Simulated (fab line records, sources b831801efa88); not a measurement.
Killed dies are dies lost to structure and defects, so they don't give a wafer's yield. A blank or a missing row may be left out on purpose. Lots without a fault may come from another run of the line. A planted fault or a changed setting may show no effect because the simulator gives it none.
Problem report in the 8D (eight disciplines) form, filled by code | flow sky130 | the parts of the form that need people (team, actions taken, sign-off) are left out

1. THE PROBLEM
killed_at_front_end at SKY_PAD_OPEN_PROBE_99 reads a mean of 47 on 3 wafers of 2 lots; wafers without a fault read 16 with a standard deviation of 4.2. That is +7.5 standard deviations from the usual mean.
First seen on wafer L740.1, day 49 23:19, on prober-02. The record holds 9 wafers of 3 lots with a number at this step. Rule for "out", or "out of limits": more than 4 standard deviations from the usual mean. The other wafers with a number count as sound.

2. WHAT IT IS AND WHAT IT IS NOT
question                    | is                     | is not
which readings at this step | killed_at_front_end    | killed_at_M0_to_M3, killed_at_M4_up, killed_at_contacts, killed_at_other, killed_short
which lots                  | L740, L742             | L733
which wafers of those lots  | L740.1, L742.3, L742.5 | L740.2, L740.5, L742.1
read on which tools         | prober-01, prober-02   | -
when                        | from day 49 23:19      | up to then (3 sound wafers); but 3 sound wafers of L740, L742 came after

3. SUSPECTS, AND WHAT RULES EACH OUT
Counting: a tool at a process step up to the reading stays a suspect if it ran every lot that is out. Sound lots after the first of them don't rule it out here, since some wafers of a struck lot are sound.
- plasma_asher-03 at SKY_LDD_HVN_STRIP_09 (strips in O2/N2): kept. It ran every lot that is out, first L740 (day 26 08:54); its last sound lot up to then is L733 (day 24 06:57).
- Within plasma_asher-03 at SKY_LDD_HVN_STRIP_09: the wafers that are out ran in chamber 0; their sound lot-mates ran in chamber 1.
Left after counting: plasma_asher-03 at SKY_LDD_HVN_STRIP_09.

4. THE CAUSE (what the simulator had put in)
Chamber particle source: plasma_asher-03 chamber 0, from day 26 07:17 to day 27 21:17, at SKY_LDD_HVN_STRIP_09. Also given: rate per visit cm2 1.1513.
Counting left only this tool.

5. THE CHAIN OF EFFECTS, in route order
Each row: a reading whose mean over the struck wafers that have a number lies more than 3 standard deviations from the usual. Only readings for which the record gives a usual standard deviation are gone through. hours: the time from each lot's start at the first step in this table that gives one to its start at this step, as a median over the lots. sigmas: the change in usual standard deviations.
hours | step                  | reading             | usual | on struck wafers | change | sigmas
0     | SKY_PAD_OPEN_PROBE_99 | killed_at_front_end | 16    | 47               | +31    | +7.5
The process steps in it:
- SKY_PAD_OPEN_PROBE_99

6. WHAT WOULD HAVE CAUGHT IT SOONER
In this record the first reading out of limits was taken at day 49 23:19, 568 hours after the fault began at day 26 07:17.
Of the tool readings at SKY_LDD_HVN_STRIP_09 for which the record gives a usual standard deviation, none was out on any struck wafer, so an alarm limit of 4 standard deviations on them would not have fired.
All the lots that are out (2) had begun SKY_LDD_HVN_STRIP_09 on plasma_asher-03 by day 49 23:19. A hold on the tool at that time would have spared none of them.
